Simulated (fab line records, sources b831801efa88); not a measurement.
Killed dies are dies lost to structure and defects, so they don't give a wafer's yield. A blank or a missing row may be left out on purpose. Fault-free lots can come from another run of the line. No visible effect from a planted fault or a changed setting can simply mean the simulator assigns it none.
fab line records	flow sky130
[record] lots = 12	wafers = 36	last-day = 50
route steps=708 shown FIELD_ISO@1 NWELL@77 VT_ADJUST_LVTN@106 SONOS_ONO@181 PAD_OPEN@708
lots with no fault: from the same line, run without faults
start-h: hours from the record's opening day to when the first of the lot's shown wafers began	wait-h: hours since the lot's step before	" same as the row above	L1.1+2: one row covering several wafers at once	- no value, or no start was given	* or withheld: withheld	< > ~ a bound
route shown NAME@n: names a module that has steps shown in the file, with the first one's number in the route	usual: mean and standard deviation over wafers with no fault	same: alike in all rows	chamber/n: place in a boat	sites: each site's reading	_std_site: standard deviation across them	_edge_site: outer sites' mean less inner sites'	radius-mm: for every site, how far away it sits from the centre of the wafer	mask NAME#n: copy n	behind: the last tool/chamber to shape the wafer	hold: why the lot went on hold/how many hours it stayed there/how the hold came to an end	device: the n, p or np transistor that did not switch	end of line: the tests these same wafers got at the end of their route	a step given without rows: its recipe and nothing more	killed: not the wafer's yield, but the dies lost to structure and defects at the first sort	map: per-die view of a wafer (x killed, . not killed, _ where there is no die)
set.NAME: the setting as run; set.NAME@STEP: as run at that earlier step	model.NAME: the simulator's own value behind a step, which no gauge read
steps of the route over a sample of lots; a table a step, a row a wafer
services: when a tool's chamber went out of use (start-h, in hours from the record's first day, below 0 if earlier), for how many hours, and the reason
[[steps]]
[step SKY_FIELD_ISO_BOW_MEAS_00]
[recipe] mode = bow
[usual] INCOMING_BOW = 0/5.9
lot.wafer	tool	chamber	start-h	wait-h	INCOMING_BOW[um]
L496.1	film-metro-01	-	15.00	-	-11
L496.5	"	-	"	"	-6
L496.6	"	-	"	"	-5
L497.2	film-metro-02	-	20.02	-	-1
L497.5	"	-	"	"	-1
L497.6	"	-	"	"	7
L498.1	film-metro-02	-	25.00	-	-5
L498.4	"	-	"	"	-4
L498.6	"	-	"	"	5
L499.2	film-metro-01	-	30.02	-	12
L499.3	"	-	"	"	8
L499.6	"	-	"	"	4
L504.3	film-metro-02	-	55.04	-	-5
L504.4	"	-	"	"	-4
L504.5	"	-	"	"	0
L508.1	film-metro-01	-	75.00	-	0
L508.3	"	-	"	"	-3
L508.4	"	-	"	"	7
L511.1	film-metro-04	-	90.00	-	-6
L511.2	"	-	"	"	-3
L511.6	"	-	"	"	-3
L512.2	film-metro-04	-	95.02	-	-9
L512.3	"	-	"	"	9
L512.6	"	-	"	"	-13
L514.1	film-metro-04	-	105.00	-	-3
L514.3	"	-	"	"	-8
L514.6	"	-	"	"	-3
L516.3	film-metro-04	-	115.04	-	17
L516.4	"	-	"	"	3
L516.6	"	-	"	"	-2
L517.3	film-metro-01	-	120.04	-	-2
L517.4	"	-	"	"	4
L517.6	"	-	"	"	3
L518.2	film-metro-04	-	125.02	-	-7
L518.3	"	-	"	"	6
L518.5	"	-	"	"	5
[step SKY_NWELL_IMPLANT_24]
[recipe] species = B	energy-kev = 140	dose-cm2 = 9.2e+12	tilt-deg = withheld
[usual] beam-on-s = 9.97/0.21	faraday-current-uA = 52.0/1.1
lot.wafer	tool	chamber	start-h	wait-h	beam-on-s	faraday-current-uA
L496.1	implanter-01	0	106.26	0.0	9.77	53.2
L496.5	"	0	"	"	9.74	53.1
L496.6	"	0	"	"	10.21	50.9
L497.2	implanter-03	0	110.40	0.0	10.20	50.7
L497.5	"	0	"	"	9.75	53.2
L497.6	"	0	"	"	10.23	50.8
L498.1	implanter-01	0	115.84	0.0	10.00	51.7
L498.4	"	0	"	"	9.70	53.4
L498.6	"	0	"	"	10.12	51.0
L499.2	implanter-03	0	123.10	0.0	10.04	51.5
L499.3	"	0	"	"	9.85	52.5
L499.6	"	0	"	"	9.97	52.1
L504.3	implanter-02	0	148.91	0.1	8.66	59.8
L504.4	"	0	"	"	8.92	58.0
L504.5	"	0	"	"	8.56	60.2
L508.1	implanter-02	0	176.11	0.0	9.00	57.8
L508.3	"	0	"	"	8.81	58.8
L508.4	"	0	"	"	8.65	60.0
L511.1	implanter-01	0	198.46	0.0	9.83	52.9
L511.2	"	0	"	"	10.17	51.0
L511.6	"	0	"	"	10.19	51.2
L512.2	implanter-01	0	203.35	0.0	9.93	52.1
L512.3	"	0	"	"	9.88	52.2
L512.6	"	0	"	"	9.70	53.4
L514.1	implanter-03	0	215.46	0.0	9.96	52.0
L514.3	"	0	"	"	10.18	51.0
L514.6	"	0	"	"	9.89	52.4
L516.3	implanter-01	0	231.41	0.4	9.85	52.9
L516.4	"	0	"	"	9.92	52.3
L516.6	"	0	"	"	10.16	51.4
L517.3	implanter-01	0	233.08	0.1	9.97	52.3
L517.4	"	0	"	"	9.99	52.3
L517.6	"	0	"	"	10.05	51.7
L518.2	implanter-01	0	243.88	0.0	10.03	51.8
L518.3	"	0	"	"	9.85	52.8
L518.5	"	0	"	"	9.75	53.1
[step SKY_NWELL_TW_MEAS_26]
[usual] NWELL_2_TW = 499/3.5
lot.wafer	tool	chamber	start-h	wait-h	NWELL_2_TW
L496.1	film-metro-03	-	106.51	0.1	496
L496.5	"	-	"	"	496
L496.6	"	-	"	"	496
L497.2	film-metro-02	-	110.64	0.1	503
L497.5	"	-	"	"	500
L497.6	"	-	"	"	500
L498.1	film-metro-02	-	116.09	0.1	495
L498.4	"	-	"	"	500
L498.6	"	-	"	"	500
L499.2	film-metro-02	-	123.34	0.1	499
L499.3	"	-	"	"	497
L499.6	"	-	"	"	495
L504.3	film-metro-03	-	149.13	0.1	476
L504.4	"	-	"	"	476
L504.5	"	-	"	"	477
L508.1	film-metro-01	-	176.36	0.1	472
L508.3	"	-	"	"	479
L508.4	"	-	"	"	474
L511.1	film-metro-01	-	198.71	0.1	502
L511.2	"	-	"	"	501
L511.6	"	-	"	"	501
L512.2	film-metro-02	-	203.59	0.1	497
L512.3	"	-	"	"	496
L512.6	"	-	"	"	496
L514.1	film-metro-01	-	215.71	0.1	496
L514.3	"	-	"	"	500
L514.6	"	-	"	"	499
L516.3	film-metro-03	-	231.63	0.1	508
L516.4	"	-	"	"	510
L516.6	"	-	"	"	510
L517.3	film-metro-01	-	233.30	0.1	501
L517.4	"	-	"	"	498
L517.6	"	-	"	"	499
L518.2	film-metro-02	-	244.12	0.1	495
L518.3	"	-	"	"	496
L518.5	"	-	"	"	496
[step SKY_VT_ADJUST_LVTN_STRIP_09]
[recipe] chemistry = O2/N2	power-w = 1400	pressure-mtorr = 1500	platen-temp-c = withheld	o2-flow-sccm = 3000	n2-flow-sccm = 300	overash-fraction = 0.5
[usual] drypump-motor-current-A = 5.6/0.53	oes-product-au = 0.722/0.0051	strip-time-to-endpoint-s = 36.88/0.11
lot.wafer	tool	chamber	start-h	wait-h	drypump-motor-current-A	oes-product-au	rf-hours-counter-h	strip-time-to-endpoint-s
L496.1	plasma-asher-04	1	143.34	0.1	6.0	0.727	45	36.77
L496.5	"	0	"	"	5.9	0.726	-	36.86
L496.6	"	1	"	"	6.0	0.716	-	36.82
L497.2	plasma-asher-01	0	148.43	0.1	4.8	0.718	47	36.97
L497.5	"	1	"	"	6.2	0.730	-	37.00
L497.6	"	0	"	"	4.8	0.722	-	36.89
L498.1	plasma-asher-01	1	153.79	0.1	6.2	0.723	47	36.86
L498.4	"	0	"	"	4.8	0.718	-	36.84
L498.6	"	1	"	"	6.2	0.719	-	36.83
L499.2	plasma-asher-02	1	161.13	0.1	5.3	0.725	4	36.84
L499.3	"	1	"	"	5.4	0.722	-	36.91
L499.6	"	1	"	"	5.3	0.729	-	36.84
L504.3	plasma-asher-04	1	191.73	0.1	6.0	0.716	-	36.79
L504.4	"	0	"	"	5.9	0.720	-	36.70
L504.5	"	0	"	"	5.9	0.722	-	36.65
L508.1	plasma-asher-01	1	220.19	0.1	6.2	0.724	54	36.77
L508.3	"	1	"	"	6.2	0.721	-	36.94
L508.4	"	0	"	"	4.9	0.719	-	36.88
L511.1	plasma-asher-04	1	244.69	0.1	6.0	0.715	54	37.08
L511.2	"	0	"	"	5.9	0.723	54	36.99
L511.6	"	1	"	"	6.0	0.730	-	37.08
L512.2	plasma-asher-01	1	249.63	0.1	6.2	0.724	57	36.87
L512.3	"	0	"	"	4.8	0.723	-	36.72
L512.6	"	0	"	"	4.8	0.725	-	36.76
L514.1	plasma-asher-04	1	262.63	0.1	6.0	0.723	56	37.13
L514.3	"	1	"	"	6.0	0.723	-	37.03
L514.6	"	1	"	"	6.0	0.724	-	36.97
L516.3	plasma-asher-04	1	282.13	0.1	6.0	0.725	-	36.98
L516.4	"	0	"	"	5.9	0.723	-	36.92
L516.6	"	0	"	"	5.9	0.718	-	36.98
L517.3	plasma-asher-01	0	283.18	0.1	4.8	0.732	-	37.03
L517.4	"	1	"	"	6.2	0.731	-	37.03
L517.6	"	1	"	"	6.3	0.715	-	36.95
L518.2	plasma-asher-02	1	295.28	0.1	5.4	0.721	17	36.93
L518.3	"	0	"	"	5.3	0.721	-	36.92
L518.5	"	0	"	"	5.3	0.713	-	36.86
[step SKY_SONOS_ONO_CD_MEAS_13]
[recipe] target-cd-nm = 410
[usual] cd-nm = 410.8/2.1
lot.wafer	tool	chamber	start-h	wait-h	cd-nm
L496.1	cd-sem-02	-	285.46	0.1	411.4
L496.5	"	-	"	"	412.9
L496.6	"	-	"	"	410.5
L497.2	cd-sem-01	-	288.77	0.1	411.3
L497.5	"	-	"	"	411.2
L497.6	"	-	"	"	413.3
L498.1	cd-sem-01	-	293.81	0.1	409.2
L498.4	"	-	"	"	409.8
L498.6	"	-	"	"	411.1
L499.2	cd-sem-01	-	307.34	0.1	412.1
L499.3	"	-	"	"	410.3
L499.6	"	-	"	"	412.1
L504.3	cd-sem-01	-	343.85	0.1	412.8
L504.4	"	-	"	"	411.6
L504.5	"	-	"	"	411.3
L508.1	cd-sem-01	-	382.57	0.1	409.7
L508.3	"	-	"	"	409.0
L508.4	"	-	"	"	411.8
L511.1	cd-sem-01	-	408.95	0.1	407.8
L511.2	"	-	"	"	409.1
L511.6	"	-	"	"	409.5
L512.2	cd-sem-01	-	417.62	0.1	410.8
L512.3	"	-	"	"	410.6
L512.6	"	-	"	"	410.6
L514.1	cd-sem-02	-	434.95	0.1	408.8
L514.3	"	-	"	"	411.0
L514.6	"	-	"	"	412.4
L516.3	cd-sem-01	-	457.09	0.1	411.4
L516.4	"	-	"	"	410.6
L516.6	"	-	"	"	410.2
L517.3	cd-sem-02	-	463.99	0.1	408.0
L517.4	"	-	"	"	409.1
L517.6	"	-	"	"	408.7
L518.2	cd-sem-01	-	473.44	0.1	411.6
L518.3	"	-	"	"	409.6
L518.5	"	-	"	"	412.6
[step SKY_PAD_OPEN_PROBE_99]
[usual] killed_at_M0_to_M3 = 43/7	killed_at_M4_up = 3.5/1.9	killed-at-contacts = 24/5.3	killed-at-front-end = 15/4.4	killed-at-other = 0.3/0.69	killed-dies = 87/9.7	killed-on-rim = 17/4.3	killed-open = 48/7	killed-short = 39/6.4
[same] gross-dies = 492	killed-at-back-side = 0
lot.wafer	tool	chamber	start-h	wait-h	killed_at_M0_to_M3	killed_at_M4_up	killed-at-contacts	killed-at-front-end	killed-at-other	killed-dies	killed-on-rim	killed-open	killed-short
L508.1	prober-01	-	1154.37	0.1	45	3	13	15	1	77	20	41	36
L508.3	prober-01	-	1154.47	0.2	51	6	21	8	0	86	20	47	38
L508.4	prober-01	-	1154.52	0.2	57	1	25	13	0	96	19	48	47
// killed by level:class
L508.1 METAL2:geometric-particle:short=8 VIA2:geometric-particle:open=8 VIA1:geometric-particle:open=7 METAL1:geometric-particle:short=7 CONTACT:geometric-particle:open=5 VIA3:geometric-particle:open=5 FIELD_ISO:geometric-particle:open=4 FIELD_ISO:geometric-particle:short=4
L508.3 VIA1:geometric-particle:open=17 CONTACT:geometric-particle:open=9 METAL1:geometric-particle:short=6 CONTACT:geometric-particle:short=5 VIA3:geometric-particle:open=5 VIA1:geometric-particle:short=4 VIA3:geometric-particle:short=4 FIELD_ISO:geometric-particle:short=3
L508.4 VIA1:geometric-particle:open=15 METAL1:geometric-particle:short=9 CONTACT:geometric-particle:open=8 METAL2:geometric-particle:short=6 VIA2:geometric-particle:open=6 VIA3:geometric-particle:open=6 LI_CONTACT:geometric-particle:open=5 LOCAL_INTERCONNECT:geometric-particle:short=5
[[services]]
tool	chamber	start-h	hours	kind
implanter-01	-	86.72	2.5	repair
implanter-02	-	94.03	2.4	repair
implanter-02	-	94.64	1.7	repair
plasma-asher-02	-	108.78	9.0	pm
plasma-asher-02	0	108.78	9.0	vent-cycle
plasma-asher-02	1	108.78	9.0	vent-cycle
plasma-asher-04	-	116.08	2.8	pm
implanter-03	-	149.07	8.1	repair
plasma-asher-01	-	152.22	0.9	repair
plasma-asher-01	-	160.19	0.6	repair
implanter-01	-	162.85	2.2	repair
implanter-02	-	167.20	1.6	repair
plasma-asher-04	-	171.99	2.6	repair
implanter-03	-	177.13	4.0	repair
implanter-03	-	204.03	1.9	repair
implanter-01	-	220.68	3.2	pm
implanter-03	-	222.31	2.7	repair
implanter-03	-	230.13	4.7	pm
implanter-02	-	251.50	1.1	repair
plasma-asher-04	-	272.10	4.1	repair
implanter-02	-	281.46	4.1	pm
implanter-03	-	281.49	1.7	repair
implanter-01	-	291.46	1.1	repair
implanter-03	-	291.64	0.7	repair
[[key]]
[first-sign] step = SKY_NWELL_IMPLANT_24	reading = faraday-current-uA	direction = up	sigmas = 6.5	usual = 52.0	struck = 59.1
[effect] step = SKY_NWELL_IMPLANT_24	reading = beam-on-s	direction = down	sigmas = 5.8	usual = 9.97	struck = 8.77
[effect] step = SKY_NWELL_TW_MEAS_26	reading = NWELL_2_TW	direction = down	sigmas = 6.7	usual = 499	struck = 476
met-at SKY_NWELL_IMPLANT_24
struck-lots L504,L508
tester-left-out L504,L508
not-acting-at SKY_FIELD_ISO_BOW_MEAS_00,SKY_VT_ADJUST_LVTN_STRIP_09,SKY_SONOS_ONO_CD_MEAS_13
[fault] kind = process-parameter-drift	tool = implanter-02	chamber = -	onset-h = 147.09	steps = SKY_NWELL_IMPLANT_24	channel = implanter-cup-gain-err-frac	offset = 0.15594	shape = step	end-h = 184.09
// tester-left-out: of these lots the tester's yield and bins aren't shown, on N5 and GAA mostly nor the transistor test; their killed dies are dies lost to structure and defects alone, not to doping, threshold or leakage, so they don't give the yield
